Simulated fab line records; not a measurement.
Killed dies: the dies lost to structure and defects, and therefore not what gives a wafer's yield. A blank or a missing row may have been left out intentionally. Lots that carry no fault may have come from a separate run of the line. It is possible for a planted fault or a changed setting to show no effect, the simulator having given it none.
Which tool is to blame?	flow sky130	39 wafers sampled from 13 lots at 1 step of a route of 708

== WHAT EACH GAUGE READ, for each wafer ==
SKY_VIA3_BOW_MEAS_03. Usual: VIA3_BOW typically reads 77 um, with standard deviation 8.1.
lot	measured	on	VIA3_BOW (um)	flag
L477	day 38 14:43	film_metro-03	73 73 75	
L479	day 39 08:25	film_metro-01	76 77 70	
L482	day 40 03:31	film_metro-01	83 79 81	
L483	day 40 15:38	film_metro-03	88 70 81	
L484	day 40 17:01	film_metro-01	60 75 87	
L485	day 41 04:09	film_metro-01	74 64 69	
L486	day 41 09:32	film_metro-01	72 64 67	
L492	day 43 20:43	film_metro-01	76 69 77	
L493	day 44 01:02	film_metro-04	77 80 78	
L494	day 44 07:08	film_metro-04	87 80 73	
L497	day 45 00:19	film_metro-03	87 84 95	
L498	day 45 02:33	film_metro-03	77 83 63	
L499	day 46 08:21	film_metro-04	67 77 71	

== WHAT TOOL EACH LOT RAN ON (gives the tool, then ch and the chambers of the sampled wafers, and finally the start) ==
No process step before these readings appears in the record.

== WHAT THE TOOLS THEMSELVES READ (means of the sampled wafers that have a number; where no wafer has one, the mark that the record gives instead) ==
The record holds no such reading with a usual standard deviation.

== THE ANSWER, worked out from the rows above alone ==
Rule: a lot counts as off when the mean over its wafers that have a number is more than 3 standard deviations away from the usual mean. A lot without any number at a reading at which 4 lots or more have one is off too. Where the step has rows for the other lots, those lots are counted as sound. After the gauges, taken in route order, come the tools' own readings; for these a lot's mean is taken, as printed above. At the first step where some lot is off, the reading lying furthest off is the one used; lots without a number count as furthest.
No lot is off at any reading shown: from this, nothing can be told.

== WHAT THE SIMULATOR HAD INSERTED ==
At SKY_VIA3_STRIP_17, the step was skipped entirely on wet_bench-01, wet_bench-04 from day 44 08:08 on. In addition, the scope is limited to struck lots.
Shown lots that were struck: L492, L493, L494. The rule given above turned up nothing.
